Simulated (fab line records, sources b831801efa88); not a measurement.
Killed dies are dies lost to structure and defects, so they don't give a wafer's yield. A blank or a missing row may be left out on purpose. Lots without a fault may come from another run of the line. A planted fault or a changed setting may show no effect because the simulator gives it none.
One fault seen from 2 desks | flow gf180mcu | each desk has only its own numbers; what lay behind them comes last

THE TOOL OWNER'S DESK: rie_metal-04
The tool's own readings at GF_M1_METAL_ETCH_16 (etches the open film in Cl2/BCl3, stops on SiO2, target depth 750.8 nm, time 125.1 s): means of the sampled wafers that have a number, for each lot that ran on this tool. A lot is out of limits, marked OUT, if its mean lies more than 4 standard deviations from the usual mean; the brackets give that distance.
Columns: A = drypump_motor_current_A at GF_M1_METAL_ETCH_16, usual 5.92 A; B = oes_product_au at GF_M1_METAL_ETCH_16, usual 0.992 a.u.; C = throttle_valve_pct at GF_M1_METAL_ETCH_16, usual 28.228 %
lot  | first seen here | A    | B     | C
L572 | day 17 07:57    | 5.78 | 0.996 | 28.229
L579 | day 20 07:10    | 5.89 | 0.992 | 28.221
L583 | day 22 00:07    | 5.68 | 0.991 | 28.229
L587 | day 23 04:34    | 5.85 | 0.998 | 28.225
This desk's finding: nothing out of limits on any of the 4 lots.

THE METROLOGY DESK
What the gauges read, lot by lot, whatever tool the lot ran on: means of the sampled wafers that have a number. A lot is out of limits, marked OUT, if its mean lies more than 4 standard deviations from the usual mean; the brackets give that distance.
Columns: A = M1_ALCU_RS at GF_M1_RS_MEAS_05, usual 0.0692 ohm/sq
lot  | first seen here | A
L572 | day 16 09:44    | 0.0692
L577 | day 18 10:23    | 0.0676
L578 | day 18 19:08    | 0.0691
L579 | day 19 06:40    | 0.0694
L580 | day 19 16:24    | 0.0693
L581 | day 20 00:46    | 0.0673
L583 | day 21 00:38    | 0.0691
L587 | day 22 05:25    | 0.0694
L591 | day 23 12:39    | 0.0695
L592 | day 23 20:38    | 0.0689
L593 | day 24 01:53    | 0.0706
This desk's finding: nothing out of limits on any of the 11 lots.

PUT TOGETHER
The tool owner's desk saw nothing out of limits.
The metrology desk saw nothing out of limits.

WHAT THE SIMULATOR HAD PUT IN
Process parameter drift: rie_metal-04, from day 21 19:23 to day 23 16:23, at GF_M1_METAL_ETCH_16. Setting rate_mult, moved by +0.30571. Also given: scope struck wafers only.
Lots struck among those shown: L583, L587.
